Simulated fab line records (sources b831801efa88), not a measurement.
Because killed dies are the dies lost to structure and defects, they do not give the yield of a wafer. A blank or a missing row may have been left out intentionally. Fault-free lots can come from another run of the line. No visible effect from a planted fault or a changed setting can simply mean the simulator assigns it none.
fab line records | flow sky130
record: lots: 6 wafers: 18 last-day: 50
route steps=708 shown DNWELL@35 PWDE@45 NWELL@56 PAD_OPEN@708
lots untouched by any fault: they come from a run of this same line in which no faults occurred
start-h: hours from the record's opening day to when the first of the lot's shown wafers began | wait-h: hours elapsed since this lot's preceding step | " unchanged from the row above | L1.1+2: several wafers, shown together as one row | - no value, or no start was given | * or withheld: withheld | < > ~ a bound
route shown NAME@n: a module of which the file shows steps, and the number in the route of the first | usual: the fault-free wafers' mean and standard deviation | same: alike in all rows | chamber/n: place in a boat | sites: readings site by site | _std_site: how widely they spread, as a standard deviation | _edge_site: mean of outer sites minus mean of inner sites | radius-mm: for every site, how far away it sits from the centre of the wafer | mask NAME#n: copy n | behind: tool/chamber where the wafer was last shaped | hold: what put the lot on hold/how long, in hours/how the hold closed | device: whichever transistor did not switch (one of n, p or np) | end of line: the same wafers' tests at the end of the route | step lacking rows: just its recipe | killed: at the first sort, the dies lost to defects and structure; wafer yield is something else | map: the dies of a wafer, with x for killed, . for not killed, _ for no die there
set.NAME: the setting that was run; set.NAME@STEP: the one run at that earlier step | model.NAME: the simulator's own value behind a step, which no gauge read
lots seen at some steps along the route; tables by step, rows by wafer
services: when a tool's chamber went out of use (start-h, in hours from the record's first day, below 0 if earlier), for how many hours, and the reason
== steps ==
step: SKY_DNWELL_DEHYDRATE_00
recipe: temp-c: 200 time-s: 60
step: SKY_DNWELL_HMDS_01
recipe: prime-time-s: 60 prime-temp-c: 120
step: SKY_DNWELL_COAT_02
recipe: spin-rpm: 2000 resist-thk-nm: 3000
step: SKY_DNWELL_SOFTBAKE_03
recipe: temp-c: 110 time-s: withheld
step: SKY_DNWELL_EXPOSE_04
recipe: mask-id: DNM na: 0.57 target-cd-nm: 3000 dose-mj: 222
step: SKY_DNWELL_PEB_05
recipe: temp-c: 115 time-s: withheld
step: SKY_DNWELL_DEVELOP_06
recipe: wall-angle-deg: 90 developer: TMAH develop-time-s: 60 dev-temp-c: 23
step: SKY_DNWELL_IMPLANT_07
recipe: species: P energy-kev: withheld dose-cm2: withheld tilt-deg: withheld
step: SKY_DNWELL_STRIP_08
recipe: chemistry: O2/N2 power-w: 1400 pressure-mtorr: 1500 platen-temp-c: withheld o2-flow-sccm: 3000 n2-flow-sccm: 300 overash-fraction: 0.5
usual: chamber-pressure-mTorr: 1499.9/1.5 drypump-motor-current-A: 6.0/0.35 oes-product-au: 0.722/0.0042 strip-time-to-endpoint-s: 36.93/0.11
columns lot.wafer tool chamber start-h wait-h chamber-pressure-mTorr drypump-motor-current-A oes-product-au rf-hours-counter-h strip-time-to-endpoint-s
L599.2 plasma-asher-04 0 68.35 0.1 1497.4 5.9 0.719 38 37.02
L599.4 " 1 " " 1499.6 6.3 0.732 - 36.96
L599.6 " 1 " " 1496.7 6.3 0.728 - 36.83
L606.3 plasma-asher-01 0 104.86 0.1 1500.7 5.1 0.713 - 36.98
L606.4 " 1 " " 1502.1 6.1 0.728 - 36.99
L606.5 " 0 " " 1499.5 5.1 0.720 - 37.07
L607.2 plasma-asher-04 0 111.77 0.1 1499.6 5.9 0.725 43 36.84
L607.3 " 0 " " 1500.0 5.9 0.722 - 36.83
L607.6 " 1 " " 1497.4 6.3 0.727 - 36.83
L608.1 plasma-asher-04 0 114.52 0.1 1504.1 5.9 0.716 43 37.14
L608.2 " 1 " " 1497.8 6.3 0.717 43 37.06
L608.6 " 0 " " 1499.7 5.9 0.722 - 37.06
L615.1 plasma-asher-04 0 156.20 0.1 1500.5 5.9 0.725 47 36.83
L615.3 " 1 " " 1497.1 6.3 0.725 - 36.82
L615.6 " 1 " " 1499.4 6.3 0.717 - 36.83
L618.3 plasma-asher-01 0 173.81 0.1 1498.9 5.1 0.730 - 37.05
L618.5 " 0 " " 1501.0 5.1 0.722 - 37.07
L618.6 " 1 " " 1502.2 6.0 0.723 - 37.06
step: SKY_DNWELL_TW_MEAS_09
usual: DNWELL_TW: 1112/9.6
columns lot.wafer tool chamber start-h wait-h DNWELL_TW
L599.2 film-metro-02 - 68.46 0.1 1109
L599.4 " - " " 1116
L599.6 " - " " 1111
L606.3 film-metro-04 - 104.94 0.1 1108
L606.4 " - " " 1113
L606.5 " - " " 1112
L607.2 film-metro-02 - 111.88 0.1 1109
L607.3 " - " " 1106
L607.6 " - " " 1108
L608.1 film-metro-01 - 114.62 0.1 1100
L608.2 " - " " 1102
L608.6 " - " " 1103
L615.1 film-metro-04 - 156.30 0.1 1120
L615.3 " - " " 1117
L615.6 " - " " 1121
L618.3 film-metro-02 - 173.90 0.1 1105
L618.5 " - " " 1097
L618.6 " - " " 1105
step: SKY_PWDE_DEHYDRATE_00
recipe: temp-c: 200 time-s: 60
step: SKY_PWDE_HMDS_01
recipe: prime-time-s: 60 prime-temp-c: 120
step: SKY_PWDE_COAT_02
recipe: spin-rpm: 2000 resist-thk-nm: 3000
usual: chill-plate-temp-C: 23.00/0.1 dispense-pressure-kPa: 50.8/1.3
columns lot.wafer tool chamber start-h wait-h chill-plate-temp-C dispense-pressure-kPa
L599.2 litho-track-02 0 76.98 0.1 22.96 50.8
L599.4 " 0 " " 22.94 50.9
L599.6 " 0 " " 23.08 50.9
L606.3 litho-track-04 - 114.40 0.1 - -
L606.4 " - " " - -
L606.5 " - " " - -
L607.2 litho-track-04 - 120.72 0.1 - -
L607.3 " - " " - -
L607.6 " - " " - -
L608.1 litho-track-01 0 123.63 0.1 22.87 49.2
L608.2 " 0 " " 22.90 49.3
L608.6 " 0 " " 22.98 49.2
L615.1 litho-track-04 0 165.90 0.1 22.84 52.3
L615.3 " 0 " " 22.70 52.3
L615.6 " 0 " " 22.85 52.3
L618.3 litho-track-04 0 183.95 0.1 23.09 52.3
L618.5 " 0 " " 23.04 52.2
L618.6 " 0 " " 23.08 52.3
step: SKY_PWDE_SOFTBAKE_03
recipe: temp-c: 110 time-s: withheld
step: SKY_PWDE_EXPOSE_04
recipe: mask-id: PWDEM na: 0.6 source-shape: conventional sigma-outer: 0.6 polarization: unpolarized target-cd-nm: 840 dose-mj: 214
step: SKY_PWDE_PEB_05
recipe: temp-c: 115 time-s: withheld
step: SKY_PWDE_DEVELOP_06
recipe: wall-angle-deg: 90 developer: TMAH develop-time-s: 60 dev-temp-c: 23
step: SKY_PWDE_OVL_MEAS_07
usual: PWDE_OVL: 0.9/1.6
columns lot.wafer tool chamber start-h wait-h PWDE_OVL[nm]
L599.2 overlay-02 - 85.36 - -1.2
L599.4 " - " " 2.0
L599.6 " - " " 1.1
L606.3 overlay-02 - 123.91 - -
L606.4 " - " " -
L606.5 " - " " -
L607.2 overlay-02 - 130.09 - -
L607.3 " - " " -
L607.6 " - " " -
L608.1 overlay-01 - 133.45 - 3.0
L608.2 " - " " 2.8
L608.6 " - " " 2.3
L615.1 overlay-02 - 176.78 - 2.2
L615.3 " - " " 1.0
L615.6 " - " " -1.4
L618.3 overlay-02 - 195.21 - 2.9
L618.5 " - " " 1.6
L618.6 " - " " 1.8
step: SKY_PWDE_IMPLANT_08
recipe: species: B energy-kev: 150 dose-cm2: 3.6e+12 tilt-deg: withheld
step: SKY_PWDE_STRIP_09
recipe: chemistry: O2/N2 power-w: 1400 pressure-mtorr: 1500 platen-temp-c: withheld o2-flow-sccm: 3000 n2-flow-sccm: 300 overash-fraction: 0.5
usual: chamber-pressure-mTorr: 1500.4/2.7 drypump-motor-current-A: 5.9/0.46 oes-product-au: 0.723/0.0048 strip-time-to-endpoint-s: 36.90/0.094
columns lot.wafer tool chamber start-h wait-h chamber-pressure-mTorr drypump-motor-current-A oes-product-au rf-hours-counter-h strip-time-to-endpoint-s
L599.2 plasma-asher-04 1 85.54 0.1 1502.9 6.3 0.725 40 36.99
L599.4 " 1 " " 1500.2 6.3 0.723 - 36.96
L599.6 " 1 " " 1500.6 6.3 0.721 - 36.92
L606.3 plasma-asher-03 1 124.12 0.1 1498.8 6.1 - - -
L606.4 " 0 " " 1501.1 6.4 - - -
L606.5 " 0 " " 1497.1 6.5 - - -
L607.2 plasma-asher-03 1 130.27 0.1 1500.3 6.1 - 29 -
L607.3 " 1 " " 1499.0 6.1 - - -
L607.6 " 0 " " 1497.8 6.5 - - -
L608.1 plasma-asher-04 0 133.63 0.1 1500.8 5.9 0.728 45 36.83
L608.2 " 1 " " 1499.8 6.3 0.724 45 36.80
L608.6 " 1 " " 1501.7 6.3 0.717 - 36.85
L615.1 plasma-asher-01 1 176.97 0.1 1499.7 6.0 0.722 48 36.88
L615.3 " 1 " " 1500.8 6.1 0.721 - 36.76
L615.6 " 0 " " 1500.3 5.2 0.729 - 36.86
L618.3 plasma-asher-03 0 195.49 0.1 1499.0 6.4 0.721 - 36.80
L618.5 " 0 " " 1499.9 6.4 0.726 - 36.89
L618.6 " 1 " " 1497.2 6.1 0.721 - 36.95
step: SKY_PWDE_TW_MEAS_10
usual: PWDE_TW: 373.0/2.5
columns lot.wafer tool chamber start-h wait-h PWDE_TW
L599.2 film-metro-04 - 85.65 0.1 376.9
L599.4 " - " " 377.0
L599.6 " - " " 377.2
L606.3 film-metro-04 - 124.21 0.1 374.6
L606.4 " - " " 373.5
L606.5 " - " " 371.9
L607.2 film-metro-01 - 130.38 0.1 369.7
L607.3 " - " " 370.5
L607.6 " - " " 371.3
L608.1 film-metro-04 - 133.74 0.1 371.8
L608.2 " - " " 373.1
L608.6 " - " " 373.6
L615.1 film-metro-02 - 177.07 0.1 372.4
L615.3 " - " " 373.3
L615.6 " - " " 370.7
L618.3 film-metro-04 - 195.58 0.1 375.3
L618.5 " - " " 375.3
L618.6 " - " " 376.3
step: SKY_NWELL_DEHYDRATE_03
recipe: temp-c: 200 time-s: 60
step: SKY_NWELL_HMDS_04
recipe: prime-time-s: 60 prime-temp-c: 120
step: SKY_NWELL_COAT_05
recipe: spin-rpm: 2000 resist-thk-nm: 3000
step: SKY_NWELL_SOFTBAKE_06
recipe: temp-c: 110 time-s: withheld
step: SKY_NWELL_EXPOSE_07
recipe: mask-id: NWM na: 0.6 source-shape: conventional sigma-outer: 0.6 polarization: unpolarized target-cd-nm: 840 dose-mj: 255
step: SKY_NWELL_PEB_08
recipe: temp-c: 115 time-s: withheld
step: SKY_NWELL_DEVELOP_09
recipe: wall-angle-deg: 90 developer: TMAH develop-time-s: 60 dev-temp-c: 23
step: SKY_NWELL_OVL_MEAS_10
usual: NWELL_00_OVL: 0.6/1.3
columns lot.wafer tool chamber start-h wait-h NWELL_00_OVL[nm]
L599.2 overlay-02 - 102.80 - 1.7
L599.4 " - " " 2.6
L599.6 " - " " 1.4
L606.3 overlay-02 - 142.81 - 0.5
L606.4 " - " " 0.1
L606.5 " - " " -0.2
L607.2 overlay-02 - 148.99 - -0.5
L607.3 " - " " -0.9
L607.6 " - " " -0.4
L608.1 overlay-01 - 152.80 - -0.1
L608.2 " - " " 1.0
L608.6 " - " " -1.3
L615.1 overlay-01 - 198.20 - -1.0
L615.3 " - " " 0.7
L615.6 " - " " -0.3
L618.3 overlay-02 - 216.31 - -1.0
L618.5 " - " " -0.4
L618.6 " - " " 0.4
step: SKY_NWELL_IMPLANT_11
recipe: species: P energy-kev: 400 dose-cm2: 1.9e+13 tilt-deg: withheld
step: SKY_NWELL_IMPLANT_12
recipe: species: P energy-kev: 120 dose-cm2: 1.3e+12 tilt-deg: withheld
step: SKY_NWELL_IMPLANT_13
recipe: species: P energy-kev: 50 dose-cm2: 7e+11 tilt-deg: withheld
step: SKY_NWELL_STRIP_14
recipe: chemistry: O2/N2 power-w: 1400 pressure-mtorr: 1500 platen-temp-c: withheld o2-flow-sccm: 3000 n2-flow-sccm: 300 overash-fraction: 0.5
usual: chamber-pressure-mTorr: 1499.8/1.4 drypump-motor-current-A: 5.9/0.42 oes-product-au: 0.723/0.0043 strip-time-to-endpoint-s: 36.93/0.11
columns lot.wafer tool chamber start-h wait-h chamber-pressure-mTorr drypump-motor-current-A oes-product-au rf-hours-counter-h strip-time-to-endpoint-s
L599.2 plasma-asher-01 0 103.28 0.1 1498.7 5.1 0.730 41 36.82
L599.4 " 0 " " 1500.4 5.1 0.725 - 36.83
L599.6 " 1 " " 1500.3 6.1 0.721 - 36.74
L606.3 plasma-asher-01 0 143.32 0.1 1500.6 5.1 0.726 - 36.93
L606.4 " 1 " " 1501.0 6.1 0.720 - 36.99
L606.5 " 1 " " 1498.8 6.0 0.721 - 36.89
L607.2 plasma-asher-01 0 149.47 0.1 1500.0 5.1 0.724 46 36.88
L607.3 " 1 " " 1501.3 6.1 0.723 - 36.87
L607.6 " 1 " " 1498.7 6.0 0.727 - 36.84
L608.1 plasma-asher-03 0 153.28 0.1 1500.5 6.5 0.722 31 36.77
L608.2 " 1 " " 1499.3 6.1 0.721 31 36.87
L608.6 " 0 " " 1499.2 6.5 0.726 - 36.86
L615.1 plasma-asher-01 0 198.68 0.1 1502.7 5.1 0.729 51 36.92
L615.3 " 1 " " 1496.9 6.0 0.719 - 36.92
L615.6 " 1 " " 1500.1 6.0 0.730 - 36.92
L618.3 plasma-asher-02 1 216.82 0.1 1498.0 6.2 0.723 - 37.07
L618.5 " 0 " " 1501.0 6.0 0.725 - 36.99
L618.6 " 1 " " 1497.8 6.2 0.724 - 37.07
step: SKY_NWELL_TW_MEAS_15
usual: NWELL_TW: 1817/14
columns lot.wafer tool chamber start-h wait-h NWELL_TW
L599.2 film-metro-02 - 103.39 0.1 1812
L599.4 " - " " 1815
L599.6 " - " " 1820
L606.3 film-metro-01 - 143.40 0.1 1807
L606.4 " - " " 1806
L606.5 " - " " 1809
L607.2 film-metro-04 - 149.58 0.1 1835
L607.3 " - " " 1833
L607.6 " - " " 1831
L608.1 film-metro-04 - 153.38 0.1 1835
L608.2 " - " " 1828
L608.6 " - " " 1836
L615.1 film-metro-02 - 198.78 0.1 1818
L615.3 " - " " 1812
L615.6 " - " " 1813
L618.3 film-metro-04 - 216.90 0.1 1838
L618.5 " - " " 1839
L618.6 " - " " 1832
step: SKY_NWELL_DEHYDRATE_16
recipe: temp-c: 200 time-s: 60
step: SKY_NWELL_HMDS_17
recipe: prime-time-s: 60 prime-temp-c: 120
step: SKY_NWELL_COAT_18
recipe: spin-rpm: 2000 resist-thk-nm: 3000
step: SKY_NWELL_SOFTBAKE_19
recipe: temp-c: 110 time-s: withheld
step: SKY_NWELL_EXPOSE_20
recipe: mask-id: NWM_COMPLEMENT na: 0.6 source-shape: conventional sigma-outer: 0.6 polarization: unpolarized target-cd-nm: 840 dose-mj: 260
step: SKY_NWELL_PEB_21
recipe: temp-c: 115 time-s: withheld
step: SKY_NWELL_DEVELOP_22
recipe: wall-angle-deg: 90 developer: TMAH develop-time-s: 60 dev-temp-c: 23
step: SKY_NWELL_OVL_MEAS_23
usual: NWELL_01_OVL: 0.0/1.4
columns lot.wafer tool chamber start-h wait-h NWELL_01_OVL[nm]
L599.2 overlay-02 - 121.94 - 0.0
L599.4 " - " " -1.6
L599.6 " - " " 0.3
L606.3 overlay-02 - 163.14 - 0.8
L606.4 " - " " 1.8
L606.5 " - " " -0.1
L607.2 overlay-02 - 169.59 - 1.3
L607.3 " - " " -0.6
L607.6 " - " " 1.0
L608.1 overlay-02 - 173.90 - 1.8
L608.2 " - " " 2.7
L608.6 " - " " 1.7
L615.1 overlay-02 - 219.58 - 1.3
L615.3 " - " " -0.4
L615.6 " - " " -0.8
L618.3 overlay-02 - 238.99 - 2.5
L618.5 " - " " 3.2
L618.6 " - " " 1.8
step: SKY_NWELL_TW_MEAS_26
usual: NWELL_2_TW: 495/4.3
columns lot.wafer tool chamber start-h wait-h NWELL_2_TW
L599.2 film-metro-04 - 122.23 0.1 500
L599.4 " - " " 498
L599.6 " - " " 498
L606.3 film-metro-01 - 163.44 0.1 544
L606.4 " - " " 547
L606.5 " - " " 544
L607.2 film-metro-02 - 169.88 0.1 549
L607.3 " - " " 546
L607.6 " - " " 545
L608.1 film-metro-04 - 174.18 0.1 499
L608.2 " - " " 496
L608.6 " - " " 499
L615.1 film-metro-02 - 219.87 0.1 497
L615.3 " - " " 495
L615.6 " - " " 499
L618.3 film-metro-02 - 239.29 0.1 499
L618.5 " - " " 499
L618.6 " - " " 497
step: SKY_PAD_OPEN_PROBE_99
usual: killed_at_M0_to_M3: 45/7 killed_at_M4_up: 3.4/1.8 killed-at-contacts: 24/5.4 killed-at-front-end: 16/4.8 killed-at-other: 0.4/0.62 killed-dies: 89/10 killed-on-rim: 17/3.5 killed-open: 48/7.2 killed-short: 40/6.3
same: gross-dies: 492 killed-at-back-side: 0
columns lot.wafer tool chamber start-h wait-h killed_at_M0_to_M3 killed_at_M4_up killed-at-contacts killed-at-front-end killed-at-other killed-dies killed-on-rim killed-open killed-short
L599.2 prober-01 - 1094.66 0.1 44 3 26 18 0 91 16 52 38
L599.4 prober-01 - 1094.76 0.2 38 2 19 17 1 77 18 43 34
L599.6 prober-01 - 1094.86 0.2 38 6 17 14 2 77 17 39 37
L607.2 prober-02 - 1133.40 0.1 38 0 23 431 0 492 96 43 36
L607.3 prober-02 - 1133.45 0.2 56 1 26 409 0 492 96 49 43
L607.6 prober-02 - 1133.60 0.2 54 4 25 409 0 492 96 47 51
L606.3 prober-01 - 1137.23 0.2 52 2 34 404 0 492 96 56 43
L606.4 prober-01 - 1137.28 0.2 44 3 30 414 1 492 96 52 40
L606.5 prober-01 - 1137.33 0.2 51 4 31 406 0 492 96 68 33
L608.1 prober-02 - 1141.49 0.1 40 2 20 17 0 79 13 44 35
L608.2 prober-02 - 1141.54 0.1 45 4 30 19 1 99 24 56 43
L608.6 prober-02 - 1141.74 0.2 43 0 19 14 0 76 15 45 31
L615.1 prober-02 - 1177.96 0.1 47 1 23 14 0 85 16 43 42
L615.3 prober-02 - 1178.06 0.2 60 2 25 18 0 105 19 55 50
L615.6 prober-02 - 1178.21 0.2 52 2 21 22 0 97 23 54 43
L618.3 prober-02 - 1193.96 0.2 44 3 21 17 2 87 14 42 43
L618.5 prober-02 - 1194.06 0.2 37 4 20 9 1 71 11 35 35
L618.6 prober-02 - 1194.11 0.2 34 3 21 15 0 73 13 34 39
killed by level:class
L599.2 CONTACT:geometric-particle:open=11 VIA1:geometric-particle:open=9 VIA3:geometric-particle:open=9 METAL2:geometric-particle:short=8 POLY_GATE:geometric-particle:short=7 LI_CONTACT:geometric-particle:open=6 FIELD_ISO:geometric-particle:short=4 METAL1:geometric-particle:short=4
L599.4 LI_CONTACT:geometric-particle:open=9 VIA1:geometric-particle:open=7 METAL2:geometric-particle:short=7 FIELD_ISO:geometric-particle:open=6 VIA3:geometric-particle:open=6 METAL3:geometric-particle:short=5 POLY_GATE:geometric-particle:open=4 CONTACT:geometric-particle:open=4
L599.6 LI_CONTACT:geometric-particle:open=8 VIA3:geometric-particle:open=7 POLY_GATE:geometric-particle:open=6 VIA1:geometric-particle:open=6 METAL3:geometric-particle:short=6 METAL4:geometric-particle:short=5 VIA3:geometric-particle:short=4 POLY_GATE:geometric-particle:short=3
L607.2 PWDE:area-expose=413 VIA2:geometric-particle:open=9 LI_CONTACT:geometric-particle:open=8 CONTACT:geometric-particle:open=6 VIA3:geometric-particle:open=6 CONTACT:geometric-particle:short=5 FIELD_ISO:geometric-particle:short=4 METAL1:geometric-particle:short=4
L607.3 PWDE:area-expose=400 VIA2:geometric-particle:open=12 VIA1:geometric-particle:open=12 VIA3:geometric-particle:open=9 CONTACT:geometric-particle:short=9 VIA1:geometric-particle:short=9 LI_CONTACT:geometric-particle:open=7 LOCAL_INTERCONNECT:geometric-particle:short=4
L607.6 PWDE:area-expose=394 VIA1:geometric-particle:open=14 LI_CONTACT:geometric-particle:open=7 METAL1:geometric-particle:short=7 VIA1:geometric-particle:short=7 VIA2:geometric-particle:open=6 CONTACT:geometric-particle:open=6 LOCAL_INTERCONNECT:geometric-particle:short=5
L606.3 PWDE:area-expose=393 CONTACT:geometric-particle:open=18 VIA3:geometric-particle:open=8 LI_CONTACT:geometric-particle:open=7 METAL1:geometric-particle:short=7 VIA2:geometric-particle:open=7 VIA1:geometric-particle:short=6 METAL2:geometric-particle:short=6
L606.4 PWDE:area-expose=400 VIA1:geometric-particle:open=12 CONTACT:geometric-particle:open=10 LOCAL_INTERCONNECT:geometric-particle:short=8 LI_CONTACT:geometric-particle:open=7 VIA2:geometric-particle:open=7 VIA3:geometric-particle:open=6 METAL2:geometric-particle:short=5
L606.5 PWDE:area-expose=391 VIA1:geometric-particle:open=15 CONTACT:geometric-particle:open=13 LI_CONTACT:geometric-particle:open=11 VIA3:geometric-particle:open=8 VIA2:geometric-particle:open=7 METAL1:geometric-particle:short=5 POLY_GATE:geometric-particle:open=4
L608.1 VIA3:geometric-particle:open=8 VIA2:geometric-particle:open=8 CONTACT:geometric-particle:short=7 CONTACT:geometric-particle:open=6 POLY_GATE:geometric-particle:open=5 VIA1:geometric-particle:short=5 VIA1:geometric-particle:open=5 FIELD_ISO:geometric-particle:short=4
L608.2 CONTACT:geometric-particle:open=12 VIA1:geometric-particle:open=11 VIA2:geometric-particle:open=10 CONTACT:geometric-particle:short=7 VIA1:geometric-particle:short=6 METAL1:geometric-particle:short=6 FIELD_ISO:geometric-particle:short=5 POLY_GATE:geometric-particle:open=5
L608.6 VIA1:geometric-particle:open=14 CONTACT:geometric-particle:short=6 VIA2:geometric-particle:open=6 FIELD_ISO:geometric-particle:open=5 LI_CONTACT:geometric-particle:open=5 VIA3:geometric-particle:open=5 CONTACT:geometric-particle:open=4 METAL1:geometric-particle:short=4
L615.1 CONTACT:geometric-particle:open=12 VIA1:geometric-particle:open=10 METAL1:geometric-particle:short=9 METAL2:geometric-particle:short=6 FIELD_ISO:geometric-particle:short=5 VIA2:geometric-particle:short=5 POLY_GATE:geometric-particle:open=4 LI_CONTACT:geometric-particle:open=4
L615.3 VIA1:geometric-particle:open=18 METAL2:geometric-particle:short=14 CONTACT:geometric-particle:open=9 LI_CONTACT:geometric-particle:open=7 POLY_GATE:geometric-particle:short=6 VIA3:geometric-particle:open=5 METAL3:geometric-particle:short=5 FIELD_ISO:geometric-particle:short=4
L615.6 VIA1:geometric-particle:open=11 VIA2:geometric-particle:open=11 CONTACT:geometric-particle:short=8 CONTACT:geometric-particle:open=8 VIA3:geometric-particle:open=7 METAL2:geometric-particle:short=7 METAL1:geometric-particle:short=5 POLY_GATE:geometric-particle:open=5
L618.3 CONTACT:geometric-particle:open=10 METAL1:geometric-particle:short=7 VIA2:geometric-particle:open=7 METAL2:geometric-particle:short=6 METAL1:geometric-particle:open=5 VIA3:geometric-particle:open=5 POLY_GATE:geometric-particle:open=4 POLY_GATE:geometric-particle:short=4
L618.5 VIA1:geometric-particle:open=9 METAL1:geometric-particle:short=7 LI_CONTACT:geometric-particle:open=6 CONTACT:geometric-particle:open=6 VIA1:geometric-particle:short=6 POLY_GATE:geometric-particle:short=4 CONTACT:geometric-particle:short=4 METAL2:geometric-particle:short=4
L618.6 METAL2:geometric-particle:short=8 LI_CONTACT:geometric-particle:open=6 CONTACT:geometric-particle:open=6 METAL1:geometric-particle:short=6 VIA1:geometric-particle:open=5 LOCAL_INTERCONNECT:geometric-particle:short=4 SPACER:geometric-particle:short=3 FIELD_ISO:geometric-particle:open=3
map L606.3 (x killed, . not)
__________xxxxxxxxxx_________
________xxxxxxxxxxxxxx_______
______xxxxxxxxxxxxxxxxxx_____
_____xxxxxxxxxxxxxxxxxxxx____
____xxxxxxxxxxxxxxxxxxxxxx___
___xxxxxxxxxxxxxxxxxxxxxxxx__
__xxxxxxxxxxxxxxxxxxxxxxxxxx_
_xxxxxxxxxxxxxxxxxxxxxxxxxxxx
_xxxxxxxxxxxxxxxxxxxxxxxxxxxx
_xxxxxxxxxxxxxxxxxxxxxxxxxxxx
_xxxxxxxxxxxxxxxxxxxxxxxxxxxx
_xxxxxxxxxxxxxxxxxxxxxxxxxxxx
_xxxxxxxxxxxxxxxxxxxxxxxxxxxx
_xxxxxxxxxxxxxxxxxxxxxxxxxxxx
_xxxxxxxxxxxxxxxxxxxxxxxxxxxx
__xxxxxxxxxxxxxxxxxxxxxxxxxx_
___xxxxxxxxxxxxxxxxxxxxxxxx__
____xxxxxxxxxxxxxxxxxxxxxx___
_____xxxxxxxxxxxxxxxxxxxx____
______xxxxxxxxxxxxxxxxxx_____
________xxxxxxxxxxxxxx_______
__________xxxxxxxxxx_________
map L607.2 (x killed, . not)
__________xxxxxxxxxx_________
________xxxxxxxxxxxxxx_______
______xxxxxxxxxxxxxxxxxx_____
_____xxxxxxxxxxxxxxxxxxxx____
____xxxxxxxxxxxxxxxxxxxxxx___
___xxxxxxxxxxxxxxxxxxxxxxxx__
__xxxxxxxxxxxxxxxxxxxxxxxxxx_
_xxxxxxxxxxxxxxxxxxxxxxxxxxxx
_xxxxxxxxxxxxxxxxxxxxxxxxxxxx
_xxxxxxxxxxxxxxxxxxxxxxxxxxxx
_xxxxxxxxxxxxxxxxxxxxxxxxxxxx
_xxxxxxxxxxxxxxxxxxxxxxxxxxxx
_xxxxxxxxxxxxxxxxxxxxxxxxxxxx
_xxxxxxxxxxxxxxxxxxxxxxxxxxxx
_xxxxxxxxxxxxxxxxxxxxxxxxxxxx
__xxxxxxxxxxxxxxxxxxxxxxxxxx_
___xxxxxxxxxxxxxxxxxxxxxxxx__
____xxxxxxxxxxxxxxxxxxxxxx___
_____xxxxxxxxxxxxxxxxxxxx____
______xxxxxxxxxxxxxxxxxx_____
________xxxxxxxxxxxxxx_______
__________xxxxxxxxxx_________
== services ==
columns tool chamber start-h hours kind
plasma-asher-01 - 103.98 0.7 repair
plasma-asher-02 - 108.75 9.0 pm
plasma-asher-02 0 108.75 9.0 vent-cycle
plasma-asher-02 1 108.75 9.0 vent-cycle
plasma-asher-02 0 117.75 - clean
plasma-asher-02 1 117.75 - clean
plasma-asher-01 - 126.29 1.1 repair
plasma-asher-02 - 149.69 2.3 repair
== key ==
first-sign: step: SKY_PWDE_COAT_02 reading: tool-record direction: missing
effect: step: SKY_PWDE_OVL_MEAS_07 reading: PWDE_OVL direction: missing
effect: step: SKY_NWELL_TW_MEAS_26 reading: NWELL_2_TW direction: up sigmas: 12 usual: 495 struck: 546
effect: step: SKY_PAD_OPEN_PROBE_99 reading: killed-at-front-end direction: up sigmas: 82 usual: 16 struck: 412
more-kills-born-at: SKY_PWDE_EXPOSE_04@iline-stepper-01: 2391
met-at SKY_PWDE_COAT_02
struck-wafers L606.3,L606.4,L606.5,L607.2,L607.3,L607.6
tester-left-out L606,L607
fault: kind: skipped-step-whole tool: litho-track-04 chamber: - onset-h: 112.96 steps: SKY_PWDE_COAT_02 scope: struck-lots-only
tester-left-out: of these lots the tester's yield and bins aren't shown, on N5 and GAA mostly nor the transistor test; their killed dies are dies lost to structure and defects alone, not to doping, threshold or leakage, so they don't give the yield
